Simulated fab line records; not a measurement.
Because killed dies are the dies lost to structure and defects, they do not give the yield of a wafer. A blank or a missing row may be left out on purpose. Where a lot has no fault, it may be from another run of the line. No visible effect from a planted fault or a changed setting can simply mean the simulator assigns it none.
Lot-split experiment -- flow sfq line -- 23 wafers read across 5 lots, on a route 325 steps long

== SPLIT DETAILS ==
At SFQ_TRILAYER_M2_ETCH_METAL_ETCH_060 (etches Nb in Cl2/Ar, stops on SiO2, target depth 240 nm, time 120 s), the setting icp w was moved away from the recipe's 600 W on 7 of the 23 wafers read, by -11.0% to +8.7%. This setting was run at the recipe's value on the other wafers.

The split's own step is where the reading is taken.

== THE READING ==
KrF_of_TRILAYER_M2_LITHO_COAT_057.thk nm (the simulator's own value, which no gauge read), in nm, at SFQ_TRILAYER_M2_ETCH_METAL_ETCH_060 (etches Nb in Cl2/Ar, stops on SiO2, target depth 240 nm, time 120 s). The file does not state a usual value for it. Here, 16 wafers ran the recipe; their average is 388.6 nm with a standard deviation of 3 nm.

wafer,"tool, chamber at the split","icp w as run, W",against the recipe,"KrF_of_TRILAYER_M2_LITHO_COAT_057.thk nm, nm",against lot-mates on the recipe
L074.2,"rie metal-03, 0",600,recipe,389.7,-
L074.3,"rie metal-03, 0",600,recipe,393.4,-
L074.4,"rie metal-03, 1",600,recipe,383.6,-
L074.5,"rie metal-03, 0",600,recipe,391.7,-
L074.6,"rie metal-03, 1",600,recipe,384.4,-
L076.1,"rie metal-04, 1",576.8,-3.9%,396.8,+4.9
L076.2,"rie metal-04, 0",576.8,-3.9%,395.2,+3.3
L076.3,"rie metal-04, 0",600,recipe,392.8,-
L076.5,"rie metal-04, 1",600,recipe,391,-
L076.6,"rie metal-04, 0",576.8,-3.9%,395.2,+3.3
L077.4,"rie metal-04, 0",600,recipe,389.1,-
L077.5,"rie metal-04, 0",600,recipe,391.4,-
L077.6,"rie metal-04, 1",600,recipe,389,-
L078.1,"rie metal-02, 0",600,recipe,384.7,-
L078.2,"rie metal-02, 1",600,recipe,388.3,-
L078.3,"rie metal-02, 1",600,recipe,386,-
L078.5,"rie metal-02, 1",652.4,+8.7%,379.6,-6.7
L078.6,"rie metal-02, 0",652.4,+8.7%,371.5,-14.8
L079.1,"rie metal-02, 1",600,recipe,390.5,-
L079.2,"rie metal-02, 0",600,recipe,385.4,-
L079.3,"rie metal-02, 0",600,recipe,387.2,-
L079.4,"rie metal-02, 1",533.7,-11.0%,404,+16.3
L079.5,"rie metal-02, 1",533.7,-11.0%,405.8,+18.1

FIT RESULTS
A straight line over all 23 wafers: KrF_of_TRILAYER_M2_LITHO_COAT_057.thk nm changes by -1.51 nm for each +1% of icp w; r = -0.92; the points scatter about the line by 3 nm.
The same after taking each lot's own level away (the mean of its wafers on the recipe; 23 wafers): -1.39 nm for each +1%; r = -0.92; scatter 2.7 nm.
Per that fit: largest icp w move, reading shift of 15 nm.
From 386.33 to 391.90 nm: that is the span of the lots' own levels, equal to 1.8 times the standard deviation above.
So the lot-to-lot level changes the slope little: the two slopes agree.
Check: +15 nm against its lot-mates is what the line predicts for one of the wafers moved furthest among these (-11.0%) when that wafer is left out of the fit. Against them it came out at +16.3 nm.

== OTHER SPLITS APPLIED TO THESE WAFERS ==
Other splits were also applied to these wafers ahead of the reading. Each is held against what the fit with the lots' levels taken away leaves over:
other split on the same wafers,wafers away from the commonest value,r with KrF_of_TRILAYER_M2_LITHO_COAT_057.thk nm (lot level and that fit taken away)
SFQ_TRILAYER_I1_VIA_LITHO_COAT_049 spin rpm,9,+0.03
SFQ_TRILAYER_I1_VIA_ETCH_VIA_ETCH_052 source w,7,+0.19
SFQ_TRILAYER_M2_LITHO_EXPOSE_058 dose mj,9,-0.57

== THE FILE'S OWN FIT ==
KrF_of_TRILAYER_M2_LITHO_COAT_057.thk nm changes by -1.4 nm for each +1% of icp w, r = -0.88.
